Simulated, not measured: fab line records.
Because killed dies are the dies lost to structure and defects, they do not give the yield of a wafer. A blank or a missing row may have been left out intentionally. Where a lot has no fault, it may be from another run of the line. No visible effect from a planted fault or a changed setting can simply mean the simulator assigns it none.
Split-lot study | flow gf180mcu | 23 wafers read from 5 lots, route of 602 steps

## SPLIT DETAILS
At GF_V3_CVD_00 (deposits SiO2, target thk 600 nm, time 100 s), the setting sih4-flow-sccm was moved away from the recipe's 60 sccm on 7 of the 23 wafers read, by -4.0% to +7.2%. All remaining wafers had this setting at the recipe value.

No step appears in the file between the split and the reading.

## THE READING
V3_CVD_00_THK (nm), taken at GF_V3_THK_MEAS_01. A value of 595 nm with a standard deviation of 6.2 nm is what fault-free wafers of this fab line usually give.

wafer  | tool, chamber at the split | sih4-flow-sccm as run, sccm | against the recipe | V3_CVD_00_THK, nm | against lot-mates on the recipe
L074.1 | hdpcvd-02, 1               | 60                          | recipe             | 598               | -
L074.2 | hdpcvd-02, 2               | 64.3                        | +7.2%              | 636               | +38
L074.3 | hdpcvd-02, 0               | 64.3                        | +7.2%              | 641               | +43
L074.4 | hdpcvd-02, 0               | 60                          | recipe             | 597               | -
L074.5 | hdpcvd-02, 2               | 60                          | recipe             | 598               | -
L076.1 | hdpcvd-01, 2               | 60                          | recipe             | 592               | -
L076.3 | hdpcvd-01, 1               | 60                          | recipe             | 601               | -
L076.4 | hdpcvd-01, 2               | 60                          | recipe             | 588               | -
L076.5 | hdpcvd-01, 0               | 60                          | recipe             | 598               | -
L076.6 | hdpcvd-01, 1               | 60                          | recipe             | 594               | -
L079.1 | hdpcvd-01, 0               | 60                          | recipe             | 604               | -
L079.4 | hdpcvd-01, 2               | 60                          | recipe             | 593               | -
L079.5 | hdpcvd-01, 1               | 60                          | recipe             | 611               | -
L080.1 | hdpcvd-02, 1               | 60                          | recipe             | 600               | -
L080.2 | hdpcvd-02, 2               | 60                          | recipe             | 600               | -
L080.3 | hdpcvd-02, 0               | 57.61                       | -4.0%              | 567               | -34
L080.5 | hdpcvd-02, 1               | 57.61                       | -4.0%              | 573               | -28
L080.6 | hdpcvd-02, 2               | 60                          | recipe             | 602               | -
L083.2 | hdpcvd-01, 1               | 63.47                       | +5.8%              | 629               | +34
L083.3 | hdpcvd-01, 0               | 63.47                       | +5.8%              | 635               | +40
L083.4 | hdpcvd-01, 2               | 63.47                       | +5.8%              | 626               | +30
L083.5 | hdpcvd-01, 0               | 60                          | recipe             | 598               | -
L083.6 | hdpcvd-01, 1               | 60                          | recipe             | 593               | -

THE FIT
A straight line over all 23 wafers: V3_CVD_00_THK changes by +5.87 nm for each +1% of sih4-flow-sccm; r = +0.96; the points scatter about the line by 5.1 nm.
The same after taking each lot's own level away (the mean of its wafers on the recipe; 23 wafers): +6.18 nm for each +1%; r = +0.97; scatter 4.6 nm.
On that fit, the largest move of sih4-flow-sccm shifts the reading by 44 nm.
Across the lots, their own levels run from 594.6 to 602.7 nm, a range of 1.3 times the standard deviation given above.
So the lot-to-lot level changes the slope little: the two slopes agree.
Check: +44.7 nm against its lot-mates is what the line predicts for one of the wafers moved furthest among these (+7.2%) when that wafer is left out of the fit. Against them it came out at +38.3 nm.

## OTHER SPLITS ON THESE WAFERS
Note: prior to the reading, these wafers also went through further splits. Each is held against what the fit with the lots' levels taken away leaves over:
other split on the same wafers       | wafers away from the commonest value | r with V3_CVD_00_THK (lot level and that fit taken away)
GF_M1_STRIP_17 o2-flow-sccm          | 8                                    | +0.11
GF_M2_SPUTTER_01 time-s              | 8                                    | -0.03
GF_M2_EXPOSE_11 dose-mj              | 5                                    | -0.03
GF_M2_DEVELOP_13 develop-time-s      | 10                                   | +0.20
GF_V2_COAT_09 resist-thk-nm          | 5                                    | +0.22
GF_V2_SPUTTER_22 chamber-pressure-pa | 15                                   | -0.07
GF_M3_SPUTTER_01 power-w             | 5                                    | -0.15

## THE WHOLE CHAIN: every reading that the file lists as answering this split, in the file's order
step              | what it does                                 | reading                                                                   | change (the file's fit)              | r (the file's)
GF_V3_CVD_00      | deposits SiO2, target thk 600 nm, time 100 s | SiO2_of_V3_CVD_00.thk-nm (the simulator's own value, which no gauge read) | +6.05 nm for each +1% of the setting | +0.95
GF_V3_THK_MEAS_01 |                                              | V3_CVD_00_THK                                                             | +6.09 for each +1% of the setting    | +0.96

## THE FILE'S OWN FIT
V3_CVD_00_THK changes by +6.09 nm for each +1% of sih4-flow-sccm, r = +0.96.
